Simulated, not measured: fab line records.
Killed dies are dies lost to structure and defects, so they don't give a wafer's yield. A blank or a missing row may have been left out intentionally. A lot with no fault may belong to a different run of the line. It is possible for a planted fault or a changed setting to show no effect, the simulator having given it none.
Chamber matching -- flow gf180mcu -- GF_STI_CMP_25 on cmp-02: 4 sister chambers
The step polishes, stops on Si3N4, t overpolish 33 s, target thk 524.6 nm. 8 wafers are shown with their chamber, then 7 later ones without.

== WAFERS PAIRED WITH THEIR CHAMBERS ==
wafer,chamber,motorCurrentA (A),timeToEndpointS (s)
L517.4,0,12.7,120
L522.1,3,11.8,114
L522.4,1,11.7,112
L525.1,3,11.0,116
L525.2,1,12.0,114
L525.4,2,13.9,116
L526.1,0,12.9,119
L526.3,2,13.7,117

== WAFERS WITH NO CHAMBER GIVEN ==
wafer,motorCurrentA (A),timeToEndpointS (s)
L526.6,12.5,121
L534.3,11.8,115
L534.5,13.3,125
L534.6,10.9,121
L536.3,12.6,132
L536.6,12.2,130
L537.5,11.8,121

== WHICH CHAMBER EACH WENT THROUGH ==
wafer,from the rows above,in truth
L526.6,0,0
L534.3,can't be placed: 3 or 1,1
L534.5,0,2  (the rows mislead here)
L534.6,can't be placed: 3 or 0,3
L536.3,0,0
L536.6,0,0
L537.5,0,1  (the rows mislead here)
Placed correctly: 3 of 7. Not placeable from these rows: 2 (in 2, the candidates include the true chamber). Placed wrongly: 2.
How it was worked out, from the rows above alone: a wafer's distance from a chamber is the root of the sum, over the readings, of the square of ((its reading less the chamber's mean) divided by the reading's scatter). If the next closest chamber is less than 2 further off than the closest, the wafer can't be placed; otherwise it belongs to the closest. Each chamber's mean is taken over the wafers shown for it. The scatter: take each reading less its chamber's mean, square it, sum over the shown wafers, divide by the number of wafers less the number of chambers, and take the root.
